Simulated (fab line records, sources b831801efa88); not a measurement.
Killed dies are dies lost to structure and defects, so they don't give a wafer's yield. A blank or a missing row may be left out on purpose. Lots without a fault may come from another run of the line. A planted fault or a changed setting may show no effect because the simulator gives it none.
One fault seen from 2 desks | flow gf180mcu | each desk has only its own numbers; what lay behind them comes last

THE METROLOGY DESK
What the gauges read, lot by lot, whatever tool the lot ran on: means of the sampled wafers that have a number. A lot is out of limits, marked OUT, if its mean lies more than 4 standard deviations from the usual mean; the brackets give that distance.
Columns: A = HV_LDD_3_TW at GF_HV_LDD_TW_MEAS_38, usual 1445; B = cd_nm at GF_SAB_CD_MEAS_09, usual 419.3 nm
lot  | first seen here | A    | B
L527 | day 11 14:58    | 1439 | 418.1
L529 | day 12 06:45    | 1440 | 415.4
L530 | day 12 12:11    | 1451 | 418.9
L531 | day 12 23:33    | 1447 | 417.8
L532 | day 13 08:05    | 1436 | 414.6
L533 | day 13 15:50    | 1441 | 422.5
L534 | day 13 21:19    | 1437 | 419.2
L535 | day 14 06:24    | 1447 | 417.8
L542 | day 16 17:39    | 1431 | 420.6
L543 | day 16 18:16    | 1442 | 416.2
L544 | day 17 04:55    | 1436 | 420.8
L546 | day 18 02:11    | 1448 | 418.3
L548 | day 18 11:49    | 1437 | 419.9
L549 | day 18 23:22    | 1441 | 420.0
This desk's finding: nothing out of limits on any of the 14 lots.

THE TOOL OWNER'S DESK: rie_diel-04
The tool's own readings at GF_HV_LDD_ETCHBACK_58 (etches Si3N4 in CH3F/O2, stops on SiO2, time 100 s, target depth 90 nm): means of the sampled wafers that have a number, for each lot that ran on this tool. A lot is out of limits, marked OUT, if its mean lies more than 4 standard deviations from the usual mean; the brackets give that distance.
Columns: A = drypump_motor_current_A at GF_HV_LDD_ETCHBACK_58, usual 5.8 A; B = oes_product_au at GF_HV_LDD_ETCHBACK_58, usual 0.843 a.u.; C = run_length_s at GF_HV_LDD_ETCHBACK_58, usual 128.4 s; D = throttle_valve_pct at GF_HV_LDD_ETCHBACK_58, usual 10.562 %
lot  | first seen here | A   | B               | C               | D
L530 | day 13 10:47    | 5.9 | 0.842           | 128.4           | 10.561
L532 | day 14 06:55    | 5.8 | 0.843           | 128.8           | 10.561
L533 | day 14 15:02    | 5.6 | 0.932 (+13) OUT | 120.2 (-16) OUT | 10.567
L534 | day 14 20:20    | 5.8 | 0.917 (+11) OUT | 120.3 (-16) OUT | 10.570
L535 | day 15 06:33    | 5.6 | 0.918 (+11) OUT | 120.4 (-16) OUT | 10.571
L543 | day 17 22:17    | 5.8 | 0.839           | 128.8           | 10.559
L544 | day 18 07:23    | 5.6 | 0.845           | 128.5           | 10.561
L548 | day 19 16:40    | 5.6 | 0.851           | 128.9           | 10.563
L549 | day 20 03:27    | 5.6 | 0.843           | 128.7           | 10.561
This desk's finding: out of limits on L533, L534, L535; first on L533, day 14 15:02 (oes_product_au at GF_HV_LDD_ETCHBACK_58). In limits: L530, L532, L543, L544, L548, L549.

PUT TOGETHER
The tool owner's desk could have raised an alarm at day 14 15:02, on L533, L534, L535.
The metrology desk saw nothing out of limits.
The metrology desk has L533, L534, L535 on record, within its limits.
Of the lots named, all ran GF_HV_LDD_ETCHBACK_58 on rie_diel-04.

WHAT THE SIMULATOR HAD PUT IN
Process parameter drift: rie_diel-04, from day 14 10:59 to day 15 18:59, at GF_HV_LDD_ETCHBACK_58. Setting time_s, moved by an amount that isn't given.
Lots struck among those shown: L533, L534, L535.
Hours from the fault's start to each desk's first reading out of limits: the tool owner's desk, 4.
